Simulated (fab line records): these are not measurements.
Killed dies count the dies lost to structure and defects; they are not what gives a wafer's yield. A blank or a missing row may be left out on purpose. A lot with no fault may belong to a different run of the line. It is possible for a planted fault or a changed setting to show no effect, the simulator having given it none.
The tool behind it: which one? ; flow sky130 ; Sampling: 12 lots, 36 wafers, 4 of 708 route steps

WHAT EACH GAUGE READ, for each wafer
The record holds no reading of a measuring or inspecting step that can be judged against a usual standard deviation.

TOOL THAT RAN EACH LOT (tool first, then ch and the chambers of the sampled wafers, then the start)
lot;SKY_CAPM_METAL_ETCH_13;SKY_CAPM_STRIP_14;SKY_METAL3_ETCH_17;SKY_PAD_OPEN_PROBE_99
L599;rie-metal-01 ch 0,1, day 37 02:17;plasma-asher-03 ch 0,1, day 37 02:22;rie-diel-04 ch 1,2, day 38 04:41;prober-01, day 45 10:25
L605;rie-metal-04 ch 0,1, day 39 12:28;plasma-asher-04 ch 0,1, day 39 12:33;rie-diel-03 ch 2,3, day 40 13:26;prober-01, day 47 10:43
L606;rie-metal-01 ch 0,1, day 39 15:28;plasma-asher-04 ch 0,1, day 39 15:33;rie-diel-02 ch 1,2, day 40 17:02;prober-02, day 47 12:52
L607;rie-metal-04 ch 0,1, day 39 22:25;plasma-asher-01 ch 0,1, day 39 22:30;rie-diel-04 ch 1,2,3, day 40 23:44;prober-01, day 47 18:11
L608;rie-metal-04 ch 0,1, day 40 05:48;plasma-asher-04 ch 0,1, day 40 05:53;rie-diel-02 ch 0,2,3, day 41 06:08;prober-02, day 48 00:52
L609;rie-metal-01 ch 0,1, day 40 14:50;plasma-asher-03 ch 0,1, day 40 14:55;rie-diel-02 ch 2,3, day 41 15:47;prober-01, day 48 07:52
L610;rie-metal-01 ch 0, day 41 01:35;plasma-asher-04 ch 1, day 41 01:40;rie-diel-03 ch 1,3, day 42 02:21;prober-02, day 48 16:13
L612;rie-metal-04 ch 0,1, day 41 08:14;plasma-asher-01 ch 0,1, day 41 08:19;rie-diel-02 ch 0,1,2, day 42 08:40;prober-01, day 48 20:31
L617;rie-metal-04 ch 0,1, day 42 12:14;plasma-asher-01 ch 0,1, day 42 12:19;rie-diel-02 ch 0,2,3, day 43 12:41;prober-01, day 49 18:52
L619;rie-metal-02 ch 0,1, day 43 10:46;plasma-asher-03 ch 0,1, day 43 10:50;rie-diel-02 ch 0,1, day 44 09:50;prober-01, day 50 10:26
L620;rie-metal-02 ch 0,1, day 43 20:59;plasma-asher-03 ch 0,1, day 43 21:03;rie-diel-04 ch 0,3, day 44 19:13;prober-02, day 50 18:07
L622;rie-metal-01 ch 0,1, day 44 14:02;plasma-asher-01 ch 0,1, day 44 14:07;rie-diel-03 ch 0,2,3, day 45 11:55;prober-01, day 51 05:28
- SKY_CAPM_METAL_ETCH_13: etches TiN in Cl2/BCl3, stops on SiO2, target depth 220 nm, time 62.9 s.
- SKY_CAPM_STRIP_14: strips in O2/N2.
- SKY_METAL3_ETCH_17: etches SiO2 in C4F8/O2/Ar, stops on TiN, time 3.9 s, target depth 15 nm.
- SKY_PAD_OPEN_PROBE_99

WHAT THE TOOLS THEMSELVES READ (means of the sampled wafers that have a number; where no wafer has one, the mark that the record gives instead)
SKY_CAPM_METAL_ETCH_13.
lot;tool;drypump-motor-current-A (A);oes-product-au (a.u.);run-length-s (s);throttle-valve-pct (%)
L599;rie-metal-01;5.4;0.932;91.6;21.910
L605;rie-metal-04;6.2;0.929;91.6;21.901
L606;rie-metal-01;5.4;0.943;91.5;21.901
L607;rie-metal-04;5.9;0.934;91.6;21.902
L608;rie-metal-04;6.2;0.942;91.8;21.909
L609;rie-metal-01;5.4;0.953;91.6;21.909
L610;rie-metal-01;5.4;0.940;90.9;21.908
L612;rie-metal-04;6.2;0.908;95.7;21.924
L617;rie-metal-04;5.9;0.915;95.5;21.933
L619;rie-metal-02;5.3;0.938;91.6;21.911
L620;rie-metal-02;5.6;0.948;91.4;21.900
L622;rie-metal-01;5.4;0.949;91.2;21.902

SKY_CAPM_STRIP_14.
lot;tool;drypump-motor-current-A (A);o2-flow-sccm (sccm);oes-product-au (a.u.);strip-time-to-endpoint-s (s)
L599;plasma-asher-03;5.9;2998;0.711;12.66
L605;plasma-asher-04;6.1;2991;0.707;12.63
L606;plasma-asher-04;6.3;3003;0.713;12.69
L607;plasma-asher-01;5.4;2997;0.710;12.68
L608;plasma-asher-04;6.3;2996;0.714;12.63
L609;plasma-asher-03;5.9;2999;0.709;12.63
L610;plasma-asher-04;5.8;2992;0.709;12.67
L612;plasma-asher-01;5.8;3007;0.707;12.53
L617;plasma-asher-01;5.8;2993;0.705;12.52
L619;plasma-asher-03;6.1;2999;0.713;12.66
L620;plasma-asher-03;6.1;3005;0.710;12.69
L622;plasma-asher-01;5.4;2997;0.710;12.65

SKY_METAL3_ETCH_17.
lot;tool;oes-product-au (a.u.)
L599;rie-diel-04;0.759
L605;rie-diel-03;0.754
L606;rie-diel-02;0.758
L607;rie-diel-04;0.766
L608;rie-diel-02;0.765
L609;rie-diel-02;0.760
L610;rie-diel-03;0.759
L612;rie-diel-02;0.718
L617;rie-diel-02;0.715
L619;rie-diel-02;0.753
L620;rie-diel-04;0.753
L622;rie-diel-03;0.756

SKY_PAD_OPEN_PROBE_99.
lot;tool;defect-limited-yield (%);killed_at_M0_to_M3;killed_at_M4_up;killed-at-contacts;killed-at-front-end;killed-at-other;killed-dies;killed-open;killed-short;sort_bin_3_pad_short (%);sort_bin_5_function (%);sort_bin_6_memory (%);sort-n-pass;sort-yield-pct (%)
L599;prober-01;82.2;45;4.3;20;18;0.3;88;52;36;0.8;10.9;6.1;404;82.2
L605;prober-01;80.6;52;2.3;19;20;1.0;95;50;45;0.7;12.7;6.0;397;80.6
L606;prober-02;82.3;39;5.3;25;18;0.3;87;46;41;1.1;10.6;5.9;405;82.3
L607;prober-01;83.5;42;2.7;20;15;0.7;81;46;35;0.3;10.4;5.7;411;83.5
L608;prober-02;79.4;49;5.0;31;15;1.0;101;59;42;1.4;11.3;7.8;391;79.4
L609;prober-01;82.9;43;5.7;24;11;0.3;84;44;40;0.9;10.1;6.1;408;82.9
L610;prober-02;83.7;44;2.3;21;12;0.3;80;42;38;0.8;9.9;5.6;412;83.7
L612;prober-01;80.7;48;3.3;28;15;1.0;95;54;40;1.0;11.9;6.4;397;80.7
L617;prober-01;82.8;46;4.0;22;12;0.0;84;39;46;1.2;9.8;6.2;408;82.8
L619;prober-01;83.5;45;2.3;24;10;0.3;81;42;39;1.1;9.1;6.4;411;83.5
L620;prober-02;82.7;41;1.5;22;20;0.0;85;44;40;0.5;10.4;6.4;407;82.7
L622;prober-01;81.0;48;4.0;26;16;0.0;93;53;40;0.7;12.2;6.0;399;81.0

THE ANSWER, worked out from the rows above alone
Rule: the usual values come from the lots themselves. Put in order of their means at a reading, lots are off if they are a third of the lots or fewer, leave a main group of 4 or more, and stand apart from it by a gap of 3 or more times the standard deviation of the main group's means; of several such gaps the widest counts. If all means in a main group match to the digits the tables above print for the reading, that group is not used. A lot without any number at a reading at which 4 lots or more have one is off too. All remaining lots with rows at the step are treated as sound. The gauges are gone through in route order, then the tools' own readings, and for those a lot's mean is taken as printed above. At the first step where some lot is off, the reading lying furthest off is the one used; lots without a number count as furthest.
Off: L612, L617 (SKY_CAPM_METAL_ETCH_13, run-length-s). The main group: mean 91.5 s, standard deviation 0.24.
A tool fits if, at that step or a process step before it, it ran every lot that is off, and no sound lot after the first of them. One candidate fits, namely rie-metal-04 at SKY_CAPM_METAL_ETCH_13. Its last sound lot is L608 (day 40 05:48), its first lot that is off L612 (day 41 08:14): a fault that began between those two fits.
The tool's own readings at SKY_CAPM_METAL_ETCH_13 bear it out: on the lots that are off they differ by more than 5 times the standard deviation of the sound lots' means. run-length-s reads 95.6 s there against 91.5 s on the sound lots; throttle-valve-pct reads 21.928 % there against 21.905 % on the sound lots.

WHAT HAD BEEN PUT IN BY THE SIMULATOR
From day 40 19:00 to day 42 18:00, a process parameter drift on rie-metal-04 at SKY_CAPM_METAL_ETCH_13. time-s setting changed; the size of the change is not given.
Struck lots among those shown: L612, L617. Same finding as the rule above.
